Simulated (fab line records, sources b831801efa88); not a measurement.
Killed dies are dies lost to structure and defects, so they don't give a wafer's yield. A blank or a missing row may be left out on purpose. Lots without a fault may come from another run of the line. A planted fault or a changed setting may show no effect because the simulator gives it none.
fab line records | flow gf180mcu
record lots=5 wafers=15 last_day=34
route steps=602 shown CONTACT@314 M1@315
lots that met no fault: from a run of the same line without faults
start_h: hours from the record's first day to the start of the lot's first wafer shown | wait_h: hours since the lot's step before | " the same as in the row above | L1.1+2: a row that stands for several wafers | - no value, or no start given | * or withheld: withheld | < > ~ a bound
route shown NAME@n: a module of which the file shows steps, and the number in the route of the first | usual: mean/standard deviation of fault-free wafers | same: alike in all rows | chamber/n: place in a boat | sites: the reading at each site | _std_site: their standard deviation | _edge_site: outer sites' mean less inner sites' | radius_mm: how far each site lies from the wafer's centre | mask NAME#n: copy n | behind: the tool/chamber that last shaped the wafer | hold: why the lot was held/for how many hours/how that ended | device: the transistor (n, p or np) that didn't switch | end of line: the same wafers' tests at the end of the route | a step without rows: its recipe alone | killed: dies lost to structure and defects at the first sort, not the wafer's yield | map: a wafer's dies, x killed, . not, _ none there
set.NAME: the setting as run; set.NAME@STEP: as run at that earlier step | model.NAME: the simulator's own value behind a step, which no gauge read
lots at some steps of the route; a table a step, a row a wafer
services: from which hour (start_h, from the record's first day; less than 0 if before it) a tool's chamber was out of use, for how many hours, and why
## steps
# step GF_CONTACT_CMP_27
# recipe stop_on=SiO2 down_force_psi=3.5 platen_rpm=60 t_overpolish_s=15 target_thk_nm=0 pad_velocity_m_s=0.94248
# usual motor_current_A=10.2/0.66 overpolish_run_s=15.001/0.0088 time_to_endpoint_s=72.5/2.6
# columns lot.wafer tool chamber start_h wait_h motor_current_A overpolish_run_s time_to_endpoint_s
L080.3 cmp-02 3 414.69 0.3 9.7 15.005 69.4
L080.6 " 3 " " 8.9 14.992 71.6
L080.5 " 0 " " 10.1 14.993 72.7
L081.1 cmp-01 3 424.00 0.3 10.6 15.007 72.0
L081.2 " 0 " " 9.4 14.993 67.7
L081.5 " 0 " " 9.1 15.006 70.0
L089.3 cmp-02 3 505.99 0.2 9.5 15.010 72.6
L089.6 " 0 " " 9.7 14.990 73.3
L089.5 " 1 " " 10.6 14.982 74.6
L092.1 cmp-02 3 530.15 0.1 9.1 15.009 74.7
L092.4 " 0 " " 10.0 15.017 70.9
L092.5 " 1 " " 10.2 14.993 72.8
L097.2 cmp-02 3 560.68 0.1 9.6 14.998 71.5
L097.4 " 1 " " 10.4 14.994 75.7
L097.6 " 2 " " 11.1 15.011 77.8
# step GF_M1_SPUTTER_00
# recipe material=Ti target_thk_nm=37.5 arriving_ion_energy_ev=80 substrate_temp_c=200 chamber_pressure_pa=2 power_w=4000 time_s=150
# usual throttle_valve_pct=30.3/1.1
# columns lot.wafer tool chamber start_h wait_h throttle_valve_pct
L080.3 pvd_sputter-01 - 414.99 0.2 29.8
L080.5 " - " " 29.7
L080.6 " - " " 28.8
L081.1 pvd_sputter-02 - 424.30 0.2 32.0
L081.2 " - " " 30.9
L081.5 " - " " 30.7
L089.3 pvd_sputter-02 - 506.14 0.1 30.8
L089.5 " - " " 30.7
L089.6 " - " " 30.9
L092.1 pvd_sputter-01 - 530.35 0.1 28.8
L092.4 " - " " 29.6
L092.5 " - " " 28.8
L097.2 pvd_sputter-03 - 560.93 0.2 28.8
L097.4 " - " " 27.9
L097.6 " - " " 29.8
# step GF_M1_SPUTTER_01
# recipe material=TiN target_thk_nm=30 power_w=6500 time_s=25 chamber_pressure_pa=0.4
# usual throttle_valve_pct=30.3/1.2
# columns lot.wafer tool chamber start_h wait_h throttle_valve_pct
L080.3 pvd_sputter-01 - 415.09 0.1 29.7
L080.5 " - " " 29.4
L080.6 " - " " 28.7
L081.1 pvd_sputter-02 - 424.40 0.1 32.0
L081.2 " - " " 31.0
L081.5 " - " " 30.8
L089.3 pvd_sputter-02 - 506.24 0.1 31.0
L089.5 " - " " 30.8
L089.6 " - " " 30.5
L092.1 pvd_sputter-01 - 530.45 0.1 28.7
L092.4 " - " " 29.7
L092.5 " - " " 28.6
L097.2 pvd_sputter-03 - 561.03 0.1 28.6
L097.4 " - " " 27.5
L097.6 " - " " 30.2
# step GF_M1_SPUTTER_02
# recipe material=AlCu target_thk_nm=450 power_w=10600 time_s=23.9 chamber_pressure_pa=0.4
# usual throttle_valve_pct=30.3/1.1
# columns lot.wafer tool chamber start_h wait_h throttle_valve_pct
L080.3 pvd_sputter-01 - 415.12 0.0 29.7
L080.5 " - " " 29.7
L080.6 " - " " 28.5
L081.1 pvd_sputter-02 - 424.44 0.0 31.8
L081.2 " - " " 30.6
L081.5 " - " " 30.8
L089.3 pvd_sputter-02 - 506.27 0.0 30.6
L089.5 " - " " 30.7
L089.6 " - " " 30.7
L092.1 pvd_sputter-01 - 530.48 0.0 28.9
L092.4 " - " " 29.3
L092.5 " - " " 28.8
L097.2 pvd_sputter-03 - 561.06 0.0 28.6
L097.4 " - " " 27.7
L097.6 " - " " 29.9
# step GF_M1_SPUTTER_03
# recipe material=Ti target_thk_nm=10 substrate_temp_c=300 chamber_pressure_pa=0.3 power_w=3000 time_s=6.7
# usual throttle_valve_pct=30.3/1.2
# columns lot.wafer tool chamber start_h wait_h throttle_valve_pct
L080.3 pvd_sputter-01 - 415.15 0.0 29.8
L080.5 " - " " 29.5
L080.6 " - " " 28.8
L081.1 pvd_sputter-02 - 424.46 0.0 32.1
L081.2 " - " " 30.7
L081.5 " - " " 30.8
L089.3 pvd_sputter-02 - 506.30 0.0 30.6
L089.5 " - " " 30.5
L089.6 " - " " 30.5
L092.1 pvd_sputter-01 - 530.51 0.0 28.8
L092.4 " - " " 29.5
L092.5 " - " " 28.8
L097.2 pvd_sputter-03 - 561.09 0.0 28.6
L097.4 " - " " 27.7
L097.6 " - " " 30.0
# step GF_M1_SPUTTER_04
# recipe material=TiN target_thk_nm=50 power_w=6500 time_s=41.7 chamber_pressure_pa=0.4
# usual throttle_valve_pct=30.3/1.1
# columns lot.wafer tool chamber start_h wait_h throttle_valve_pct
L080.3 pvd_sputter-01 - 415.17 0.0 29.6
L080.5 " - " " 29.6
L080.6 " - " " 28.9
L081.1 pvd_sputter-02 - 424.49 0.0 32.1
L081.2 " - " " 30.6
L081.5 " - " " 30.7
L089.3 pvd_sputter-02 - 506.32 0.0 30.7
L089.5 " - " " 30.7
L089.6 " - " " 30.5
L092.1 pvd_sputter-01 - 530.53 0.0 28.9
L092.4 " - " " 29.8
L092.5 " - " " 28.9
L097.2 pvd_sputter-03 - 561.11 0.0 28.4
L097.4 " - " " 27.5
L097.6 " - " " 30.1
# step GF_M1_RS_MEAS_05
# recipe thk_meas_gauge=four-point-probe reads=TiN_of_M1_SPUTTER_04+Ti_of_M1_SPUTTER_03+AlCu_of_M1_SPUTTER_02+TiN_of_M1_SPUTTER_01+Ti_of_M1_SPUTTER_00
# usual M1_ALCU_RS=0.0692/0.00067
# columns lot.wafer tool chamber start_h wait_h M1_ALCU_RS[ohm/sq]
L080.3 film_metro-01 - 415.25 0.1 0.0692
L080.5 " - " " 0.0696
L080.6 " - " " 0.0696
L081.1 film_metro-03 - 424.53 0.0 0.0697
L081.2 " - " " 0.0696
L081.5 " - " " 0.0689
L089.3 film_metro-03 - 506.40 0.1 0.0695
L089.5 " - " " 0.0702
L089.6 " - " " 0.0702
L092.1 film_metro-01 - 530.57 0.0 0.0706
L092.4 " - " " 0.0696
L092.5 " - " " 0.0704
L097.2 film_metro-03 - 561.17 0.0 0.0686
L097.4 " - " " 0.0686
L097.6 " - " " 0.0680
# step GF_M1_THK_MEAS_06
# recipe thk_meas_gauge=xrf reads=AlCu_of_M1_SPUTTER_02
# usual M1_ALCU_THK=452/5.2
# columns lot.wafer tool chamber start_h wait_h M1_ALCU_THK[nm]
L080.3 film_metro-01 - 415.35 0.1 452
L080.5 " - " " 446
L080.6 " - " " 446
L081.1 film_metro-03 - 424.65 0.1 449
L081.2 " - " " 450
L081.5 " - " " 453
L089.3 film_metro-03 - 506.50 0.1 453
L089.5 " - " " 450
L089.6 " - " " 448
L092.1 film_metro-01 - 530.69 0.1 443
L092.4 " - " " 447
L092.5 " - " " 445
L097.2 film_metro-03 - 561.28 0.1 457
L097.4 " - " " 455
L097.6 " - " " 459
# step GF_M1_DEHYDRATE_07
# recipe temp_c=200 time_s=60
# usual resist_line_temp_C=23.03/0.094
# columns lot.wafer tool chamber start_h wait_h resist_line_temp_C
L080.3 litho_track-04 0 427.31 12.0 23.03
L080.5 " 0 " " 23.04
L080.6 " 0 " " 23.08
L081.1 litho_track-04 0 436.26 11.6 22.97
L081.2 " 0 " " 22.88
L081.5 " 0 " " 23.08
L089.3 litho_track-01 0 517.24 10.7 23.00
L089.5 " 0 " " 22.96
L089.6 " 0 " " 23.03
L092.1 litho_track-04 0 541.81 11.1 23.06
L092.4 " 0 " " 23.21
L092.5 " 0 " " 23.01
L097.2 litho_track-04 0 571.64 10.3 23.11
L097.4 " 0 " " 23.09
L097.6 " 0 " " 23.06
# step GF_M1_HMDS_08
# recipe prime_time_s=60 prime_temp_c=120
# usual resist_line_temp_C=22.99/0.1
# columns lot.wafer tool chamber start_h wait_h resist_line_temp_C
L080.3 litho_track-04 0 427.46 0.1 23.03
L080.5 " 0 " " 22.98
L080.6 " 0 " " 22.93
L081.1 litho_track-04 0 436.41 0.1 22.99
L081.2 " 0 " " 22.92
L081.5 " 0 " " 23.09
L089.3 litho_track-01 0 517.39 0.1 23.06
L089.5 " 0 " " 22.91
L089.6 " 0 " " 23.02
L092.1 litho_track-04 0 541.96 0.1 22.95
L092.4 " 0 " " 22.95
L092.5 " 0 " " 22.75
L097.2 litho_track-04 0 571.79 0.1 22.95
L097.4 " 0 " " 22.97
L097.6 " 0 " " 23.05
# step GF_M1_COAT_09
# recipe resist=KrF spin_rpm=withheld resist_thk_nm=1000
# usual resist_line_temp_C=23.02/0.11
# columns lot.wafer tool chamber start_h wait_h resist_line_temp_C
L080.3 litho_track-04 0 427.61 0.1 23.11
L080.5 " 0 " " 23.12
L080.6 " 0 " " 23.04
L081.1 litho_track-04 0 436.56 0.1 23.05
L081.2 " 0 " " 23.07
L081.5 " 0 " " 23.10
L089.3 litho_track-01 0 517.54 0.1 23.07
L089.5 " 0 " " 22.96
L089.6 " 0 " " 22.94
L092.1 litho_track-04 0 542.11 0.1 23.14
L092.4 " 0 " " 23.07
L092.5 " 0 " " 23.02
L097.2 litho_track-04 0 571.94 0.1 22.88
L097.4 " 0 " " 22.67
L097.6 " 0 " " 22.75
# step GF_M1_SOFTBAKE_10
# recipe temp_c=130 time_s=60 resist=KrF
# usual resist_line_temp_C=22.99/0.11
# columns lot.wafer tool chamber start_h wait_h resist_line_temp_C
L080.3 litho_track-04 0 427.76 0.1 22.88
L080.5 " 0 " " 23.06
L080.6 " 0 " " 22.91
L081.1 litho_track-04 0 436.71 0.1 22.90
L081.2 " 0 " " 23.01
L081.5 " 0 " " 22.94
L089.3 litho_track-01 0 517.69 0.1 22.81
L089.5 " 0 " " 22.95
L089.6 " 0 " " 22.87
L092.1 litho_track-04 0 542.26 0.1 23.06
L092.4 " 0 " " 22.99
L092.5 " 0 " " 23.11
L097.2 litho_track-04 0 572.09 0.1 22.82
L097.4 " 0 " " 22.86
L097.6 " 0 " " 22.81
# step GF_M1_EXPOSE_11
# recipe mask_id=Metal1 target_cd_nm=230 na=0.68 source_shape=conventional sigma_outer=0.6 dose_mj=28
# columns lot.wafer tool chamber start_h wait_h mask
L080.3+5+6 krf_scanner-01 0 - - Metal1#0
L081.1+2+5 krf_scanner-01 0 - - Metal1#0
L089.3+5+6 krf_scanner-01 0 - - Metal1#0
L092.1+4+5 krf_scanner-01 0 - - Metal1#0
L097.2+4+6 krf_scanner-01 0 - - Metal1#0
# step GF_M1_PEB_12
# recipe peb_temp_c=135 peb_time_s=90 resist=KrF
# usual resist_line_temp_C=23.02/0.1
# same peb_time_s=90
# columns lot.wafer tool chamber start_h wait_h resist_line_temp_C
L080.3 litho_track-01 0 - - 23.13
L080.5 " 0 " " 23.02
L080.6 " 0 " " 23.10
L081.1 litho_track-01 0 - - 22.97
L081.2 " 0 " " 22.97
L081.5 " 0 " " 22.97
L089.3 litho_track-04 0 - - 23.09
L089.5 " 0 " " 22.98
L089.6 " 0 " " 23.00
L092.1 litho_track-02 0 - - 23.09
L092.4 " 0 " " 23.17
L092.5 " 0 " " 23.05
L097.2 litho_track-01 0 - - 23.11
L097.4 " 0 " " 23.21
L097.6 " 0 " " 23.05
# step GF_M1_DEVELOP_13
# recipe develop_time_s=60 dev_temp_c=21
# usual developer_temp_C=20.98/0.12 resist_line_temp_C=23.02/0.12
# columns lot.wafer tool chamber start_h wait_h developer_temp_C resist_line_temp_C
L080.3 litho_track-01 0 440.09 0.1 20.91 23.10
L080.5 " 0 " " 20.89 23.17
L080.6 " 0 " " 20.90 23.02
L081.1 litho_track-01 0 448.74 0.2 21.12 22.90
L081.2 " 0 " " 20.88 23.05
L081.5 " 0 " " 21.03 22.92
L089.3 litho_track-04 0 528.46 0.1 20.99 23.00
L089.5 " 0 " " 20.93 22.97
L089.6 " 0 " " 20.87 22.91
L092.1 litho_track-02 0 553.44 0.2 21.06 23.01
L092.4 " 0 " " 21.15 22.99
L092.5 " 0 " " 21.08 23.16
L097.2 litho_track-01 0 583.16 0.2 21.16 23.05
L097.4 " 0 " " 21.06 23.00
L097.6 " 0 " " 21.13 23.02
# step GF_M1_CD_MEAS_14
# recipe target_cd_nm=230
# usual cd_nm=229.9/1.3
# columns lot.wafer tool chamber start_h wait_h cd_nm
L080.3 cd_sem-02 - 440.23 0.1 230.0
L080.5 " - " " 229.3
L080.6 " - " " 230.1
L081.1 cd_sem-02 - 448.89 0.1 229.3
L081.2 " - " " 230.3
L081.5 " - " " 230.9
L089.3 cd_sem-02 - 528.60 0.1 230.0
L089.5 " - " " 230.4
L089.6 " - " " 229.6
L092.1 cd_sem-01 - 553.59 0.1 229.6
L092.4 " - " " 230.2
L092.5 " - " " 230.8
L097.2 cd_sem-02 - 583.31 0.1 232.3
L097.4 " - " " 231.2
L097.6 " - " " 230.8
# step GF_M1_OVL_MEAS_15
# usual M1_OVL=1/4.2
# columns lot.wafer tool chamber start_h wait_h M1_OVL[nm]
L080.3 overlay-02 - 440.32 0.1 0
L080.5 " - " " 1
L080.6 " - " " 3
L081.1 overlay-02 - 449.01 0.1 1
L081.2 " - " " -4
L081.5 " - " " -6
L089.3 overlay-02 - 528.69 0.1 2
L089.5 " - " " -2
L089.6 " - " " 2
L092.1 overlay-02 - 553.71 0.1 -2
L092.4 " - " " 4
L092.5 " - " " 9
L097.2 overlay-02 - 583.41 0.1 -7
L097.4 " - " " 0
L097.6 " - " " 0
# step GF_M1_METAL_ETCH_16
# recipe chemistry=Cl2/BCl3 mask_material=KrF target_depth_nm=750.8 stop_on=SiO2 pressure_mtorr=8 icp_w=800 bias_w=140 Cl2_flow_sccm=80 bcl3_flow_sccm=40 time_s=125.1
# usual drypump_motor_current_A=5.4/0.36 oes_product_au=0.990/0.0051 throttle_valve_pct=28.229/0.0084
# columns lot.wafer tool chamber start_h wait_h drypump_motor_current_A oes_product_au rf_hours_counter_h throttle_valve_pct
L080.3 rie_metal-03 1 440.43 0.1 4.9 0.990 - 28.230
L080.5 " 1 " " 4.9 0.989 - 28.237
L080.6 " 1 " " 4.9 0.992 - 28.233
L081.1 rie_metal-03 1 449.05 0.0 4.8 1.000 11 28.221
L081.2 " 1 " " 4.9 0.991 - 28.229
L081.5 " 1 " " 4.9 0.990 - 28.230
L089.3 rie_metal-01 1 528.76 0.1 5.6 0.983 - 28.235
L089.5 " 1 " " 5.6 0.980 - 28.241
L089.6 " 0 " " 5.6 0.991 - 28.227
L092.1 rie_metal-01 0 553.75 0.0 5.6 0.996 7 28.227
L092.4 " 0 " " 5.7 0.989 - 28.237
L092.5 " 1 " " 5.6 0.981 - 28.226
L097.2 rie_metal-01 0 583.44 0.0 5.6 0.997 7 28.212
L097.4 " 1 " " 5.6 0.988 - 28.226
L097.6 " 1 " " 5.6 0.992 - 28.227
# step GF_M1_STRIP_17
# recipe chemistry=O2/N2 power_w=1400 pressure_mtorr=1500 platen_temp_c=250 o2_flow_sccm=3000 n2_flow_sccm=300 overash_fraction=0.5
# usual drypump_motor_current_A=5.5/0.41 heater_power_w=343/18 oes_product_au=0.538/0.0048 strip_time_to_endpoint_s=7.39/0.043
# columns lot.wafer tool chamber start_h wait_h drypump_motor_current_A heater_power_w oes_product_au rf_hours_counter_h strip_time_to_endpoint_s
L080.3 plasma_asher-03 0 440.64 0.2 6.5 322 0.534 - 7.39
L080.5 " 0 " " 6.5 319 0.528 - 7.33
L080.6 " 1 " " 4.8 359 0.535 - 7.37
L081.1 plasma_asher-02 1 449.31 0.2 5.4 347 0.537 34 7.37
L081.2 " 0 " " 5.5 344 0.522 34 7.36
L081.5 " 1 " " 5.4 346 0.537 - 7.37
L089.3 plasma_asher-02 1 528.88 0.1 5.4 340 0.542 - 7.49
L089.5 " 0 " " 5.5 340 0.534 - 7.45
L089.6 " 1 " " 5.4 344 0.526 - 7.38
L092.1 plasma_asher-03 1 553.88 0.1 4.8 354 0.544 76 7.43
L092.4 " 1 " " 4.8 355 0.535 - 7.37
L092.5 " 1 " " 4.8 358 0.541 - 7.47
L097.2 plasma_asher-02 0 583.57 0.1 5.5 337 0.536 48 7.33
L097.4 " 1 " " 5.4 337 0.542 - 7.40
L097.6 " 0 " " 5.5 346 0.540 - 7.42
# step GF_M1_STRIP_18
# recipe chemistry=post_etch_residue_remover time_s=1200 temp_c=72.5
# usual temp_c=72.50/0.13
# columns lot.wafer tool chamber start_h wait_h temp_c
L080.3 wet_bench-01 1 440.71 0.0 72.43
L080.5 " 1 " " 72.37
L080.6 " 1 " " 72.25
L081.1 wet_bench-02 3 449.41 0.1 72.48
L081.2 " 3 " " 72.60
L081.5 " 3 " " 72.68
L089.3 wet_bench-04 0 528.95 0.0 72.68
L089.5 " 0 " " 72.62
L089.6 " 0 " " 72.51
L092.1 wet_bench-04 3 553.98 0.1 72.47
L092.4 " 3 " " 72.79
L092.5 " 3 " " 72.45
L097.2 wet_bench-04 1 583.67 0.1 72.31
L097.4 " 1 " " 72.43
L097.6 " 1 " " 72.39
## services
# columns tool chamber start_h hours kind
cmp-02 - 420.12 4.7 pm
plasma_asher-02 - 424.10 0.6 repair
rie_metal-01 - 428.24 14.6 pm
pvd_sputter-01 - 436.85 4.1 repair
wet_bench-04 - 439.96 3.4 repair
pvd_sputter-02 - 457.48 4.7 repair
cmp-02 - 463.80 11.2 repair
pvd_sputter-03 - 468.37 1.3 repair
pvd_sputter-03 - 468.52 1.4 repair
krf_scanner-01 - 474.73 3.0 pm
krf_scanner-01 - 489.70 0.8 pm
rie_metal-01 - 492.38 2.8 pm
cmp-02 - 502.43 1.3 repair
rie_metal-01 - 517.83 1.3 repair
cmp-02 - 523.42 2.5 repair
krf_scanner-01 - 525.09 1.3 pm
krf_scanner-01 - 526.39 1.0 pm
pvd_sputter-03 - 531.60 3.2 repair
pvd_sputter-02 - 543.39 2.8 repair
cmp-02 - 547.60 5.9 repair
cmp-02 - 556.24 1.0 repair
pvd_sputter-02 - 567.98 2.4 repair
cmp-02 - 572.04 4.0 pm
cmp-02 - 582.87 6.8 pm
## key
fault none
